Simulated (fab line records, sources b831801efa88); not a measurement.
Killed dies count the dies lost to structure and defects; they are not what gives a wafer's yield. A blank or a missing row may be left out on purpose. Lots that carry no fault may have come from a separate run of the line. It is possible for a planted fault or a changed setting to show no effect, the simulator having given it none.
The tool behind it: which one? | flow gf180mcu | 14 lots with 42 wafers sampled at 6 steps, on a route of 602 steps

== WHAT THE GAUGES READ, wafer by wafer ==
GF_V2_RS_MEAS_24: a four-point-probe measurement.
lot  | measured     | on            | V2_W_RS (ohm/sq)
L898 | day 20 05:48 | film-metro-02 | 0.326 0.326 0.321
L900 | day 21 02:47 | film-metro-02 | 0.332 0.324 0.330
L901 | day 21 07:39 | film-metro-04 | 0.333 0.334 0.331
L903 | day 22 06:29 | film-metro-04 | 0.337 0.332 0.338
L902 | day 22 08:05 | film-metro-02 | 0.331 0.331 0.333
L904 | day 22 20:48 | film-metro-04 | 0.328 0.332 0.326
L905 | day 23 02:27 | film-metro-04 | 0.331 0.335 0.336
L906 | day 23 06:24 | film-metro-02 | 0.329 0.328 0.324
L907 | day 24 01:56 | film-metro-02 | 0.326 0.329 0.333
L908 | day 24 02:38 | film-metro-04 | 0.327 0.327 0.320
L909 | day 24 13:17 | film-metro-02 | 0.332 0.326 0.327
L918 | day 27 12:40 | film-metro-02 | 0.327 0.330 0.331
L919 | day 27 13:03 | film-metro-04 | 0.336 0.336 0.334
L921 | day 28 01:43 | film-metro-02 | 0.330 0.328 0.331

GF_V3_CD_MEAS_14: the cd target is 260 nm.
lot  | measured     | on        | cd-nm (nm)
L898 | day 22 07:53 | cd-sem-02 | 261.5 261.0 260.2
L900 | day 23 02:50 | cd-sem-02 | 260.1 259.5 259.3
L901 | day 23 07:59 | cd-sem-01 | 258.2 259.2 258.0
L903 | day 24 06:42 | cd-sem-02 | 256.7 258.1 257.7
L902 | day 24 07:19 | cd-sem-01 | 259.4 259.9 259.5
L904 | day 24 19:14 | cd-sem-02 | 261.2 259.3 261.5
L905 | day 25 01:20 | cd-sem-02 | 261.1 261.3 261.7
L906 | day 25 04:49 | cd-sem-01 | 259.7 260.3 260.1
L907 | day 25 23:27 | cd-sem-01 | 258.7 259.4 259.0
L908 | day 26 00:22 | cd-sem-02 | 258.3 258.4 258.3
L909 | day 26 10:13 | cd-sem-01 | 256.8 258.6 258.6
L918 | day 29 05:55 | cd-sem-02 | 260.3 259.7 261.0
L919 | day 29 06:45 | cd-sem-01 | 259.6 259.7 259.3
L921 | day 29 18:25 | cd-sem-01 | 258.4 258.6 258.4

GF_V3_RS_MEAS_24: a four-point-probe measurement.
lot  | measured     | on            | V3_W_RS (ohm/sq)
L898 | day 22 08:56 | film-metro-03 | 0.324 0.326 0.324
L900 | day 23 03:52 | film-metro-02 | 0.327 0.328 0.325
L901 | day 23 09:01 | film-metro-02 | 0.332 0.332 0.330
L903 | day 24 07:44 | film-metro-02 | 0.327 0.326 0.328
L902 | day 24 08:23 | film-metro-03 | 0.329 0.321 0.329
L904 | day 24 20:17 | film-metro-03 | 0.329 0.333 0.331
L905 | day 25 02:22 | film-metro-03 | 0.329 0.330 0.327
L906 | day 25 05:53 | film-metro-03 | 0.329 0.329 0.326
L907 | day 26 00:32 | film-metro-03 | 0.319 0.327 0.322
L908 | day 26 01:28 | film-metro-02 | 44.991 44.630 45.422
L909 | day 26 11:15 | film-metro-01 | 43.998 44.262 44.132
L918 | day 29 07:03 | film-metro-01 | 0.328 0.330 0.332
L919 | day 29 07:47 | film-metro-01 | 0.321 0.326 0.324
L921 | day 29 19:27 | film-metro-03 | 0.311 0.329 0.311

GF_V3_THK_MEAS_25: measures by xrf.
lot  | measured     | on            | V3_W_THK (nm)
L898 | day 22 09:03 | film-metro-03 | 377 375 379
L900 | day 23 03:59 | film-metro-02 | 375 373 378
L901 | day 23 09:07 | film-metro-02 | 370 368 373
L903 | day 24 07:50 | film-metro-02 | 378 377 376
L902 | day 24 08:29 | film-metro-03 | 367 377 369
L904 | day 24 20:25 | film-metro-03 | 374 365 368
L905 | day 25 02:29 | film-metro-03 | 375 371 378
L906 | day 25 05:59 | film-metro-03 | 373 373 376
L907 | day 26 00:39 | film-metro-03 | 386 376 383
L908 | day 26 01:34 | film-metro-02 | <0 <0 <0
L909 | day 26 11:21 | film-metro-01 | <0 <0 -
L918 | day 29 07:10 | film-metro-01 | 376 376 378
L919 | day 29 07:54 | film-metro-01 | 386 382 386
L921 | day 29 19:34 | film-metro-03 | 399 375 399

== TOOL THAT RAN EACH LOT (tool first, then ch and the chambers of the sampled wafers, then the start) ==
lot  | GF_M3_SPUTTER_01             | GF_V3_CVD_23
L898 | pvd-sputter-01, day 20 06:23 | cvd-w-02 ch 0,1, day 22 08:47
L900 | pvd-sputter-01, day 21 03:25 | cvd-w-02 ch 1, day 23 03:44
L901 | pvd-sputter-01, day 21 08:10 | cvd-w-01 ch 0,1, day 23 08:53
L903 | pvd-sputter-01, day 22 07:01 | cvd-w-01 ch 0,1, day 24 07:38
L902 | pvd-sputter-04, day 22 08:37 | cvd-w-01 ch 0,1, day 24 08:16
L904 | pvd-sputter-02, day 22 21:23 | cvd-w-01 ch 0,1, day 24 20:11
L905 | pvd-sputter-04, day 23 03:02 | cvd-w-01 ch 0,1, day 25 02:14
L906 | pvd-sputter-02, day 23 06:56 | cvd-w-01 ch 0,1, day 25 05:46
L907 | pvd-sputter-02, day 24 02:32 | cvd-w-02 ch 0,1, day 26 00:25
L908 | pvd-sputter-04, day 24 03:10 | cvd-w-01 ch 0,1, day 26 01:21
L909 | pvd-sputter-02, day 24 13:49 | cvd-w-01 ch 0,1, day 26 11:08
L918 | pvd-sputter-01, day 27 13:14 | cvd-w-01 ch 1, day 29 06:50
L919 | pvd-sputter-01, day 27 13:38 | cvd-w-02 ch 0,1, day 29 07:40
L921 | pvd-sputter-04, day 28 02:16 | cvd-w-02 ch 0,1, day 29 19:19
- GF_M3_SPUTTER_01: material TiN, target thk 30 nm, time 25 s.
- GF_V3_CVD_23: deposits W, target thk 350 nm, time 104.9 s.

== WHAT THE TOOLS THEMSELVES READ (means of the sampled wafers that have a number; where no wafer has one, the mark that the record gives instead) ==
GF_M3_SPUTTER_01.
lot  | tool           | cathode-dc-power-W (W) | throttle-valve-pct (%)
L898 | pvd-sputter-01 | 6500.2                 | 29.4
L900 | pvd-sputter-01 | 6500.8                 | 29.4
L901 | pvd-sputter-01 | 6499.2                 | 29.0
L903 | pvd-sputter-01 | 6500.4                 | 28.6
L902 | pvd-sputter-04 | 6499.9                 | 30.3
L904 | pvd-sputter-02 | 6500.1                 | 29.1
L905 | pvd-sputter-04 | 6500.1                 | 30.0
L906 | pvd-sputter-02 | 6498.8                 | 29.3
L907 | pvd-sputter-02 | 6500.7                 | 29.8
L908 | pvd-sputter-04 | 6499.8                 | 30.4
L909 | pvd-sputter-02 | 6500.3                 | 29.1
L918 | pvd-sputter-01 | 6500.0                 | 29.3
L919 | pvd-sputter-01 | 6499.8                 | 29.2
L921 | pvd-sputter-04 | 6499.4                 | 30.5

GF_V3_CVD_23.
lot  | tool     | chamber-pressure-Torr (Torr) | heater-power-outer-w (W) | heater-power-w (W) | susceptor-temp-C (C)
L898 | cvd-w-02 | 39.92                        | 547                      | 877                | 399.80
L900 | cvd-w-02 | 40.05                        | 556                      | 884                | 400.10
L901 | cvd-w-01 | 40.08                        | 719                      | 1126               | 399.76
L903 | cvd-w-01 | 40.00                        | 668                      | 1069               | 399.89
L902 | cvd-w-01 | 39.94                        | 674                      | 1084               | 400.20
L904 | cvd-w-01 | 39.99                        | 725                      | 1125               | 400.10
L905 | cvd-w-01 | 40.08                        | 675                      | 1084               | 399.55
L906 | cvd-w-01 | 40.02                        | 669                      | 1076               | 400.13
L907 | cvd-w-02 | 40.02                        | 540                      | 895                | 399.94
L908 | cvd-w-01 | -                            | -                        | -                  | -
L909 | cvd-w-01 | -                            | -                        | -                  | -
L918 | cvd-w-01 | 39.90                        | 762                      | 1167               | 399.73
L919 | cvd-w-02 | 40.03                        | 548                      | 891                | 399.85
L921 | cvd-w-02 | 40.04                        | 556                      | 897                | 400.06

== THE ANSWER, worked out from the rows above alone ==
Rule: usual is defined by the lots themselves. The widest of any qualifying gaps counts: lots, ordered by their means at a reading, are off when they make up no more than a third of the lots, leave a main group of 4 or more, and stand apart from it by 3 or more times the standard deviation of that group's means. A main group whose means are all the same, to the digits that the tables above print for the reading, isn't used. A lot without any number at a reading at which 4 lots or more have one is off too. All remaining lots with rows at the step are treated as sound. The gauges are gone through in route order, then the tools' own readings, and for those a lot's mean is taken as printed above. The first step at which some lot is off is used, and at that step the reading that is off furthest; a lot without a number counts as furthest.
Off: L908, L909, at GF_V3_RS_MEAS_24 (V3_W_RS). For the main group the mean is 0.326 ohm/sq and the standard deviation 0.0039.
If a tool, at a process step before that reading, ran all the lots that are off and no sound lot after the first of them, it fits. The gauges at GF_V3_RS_MEAS_24 aren't tried: what is off there is off at GF_V3_CVD_23 too, on other tools, and a gauge's error can't cause that. Of those tried, none fits.

== WHAT THE SIMULATOR HAD INSERTED ==
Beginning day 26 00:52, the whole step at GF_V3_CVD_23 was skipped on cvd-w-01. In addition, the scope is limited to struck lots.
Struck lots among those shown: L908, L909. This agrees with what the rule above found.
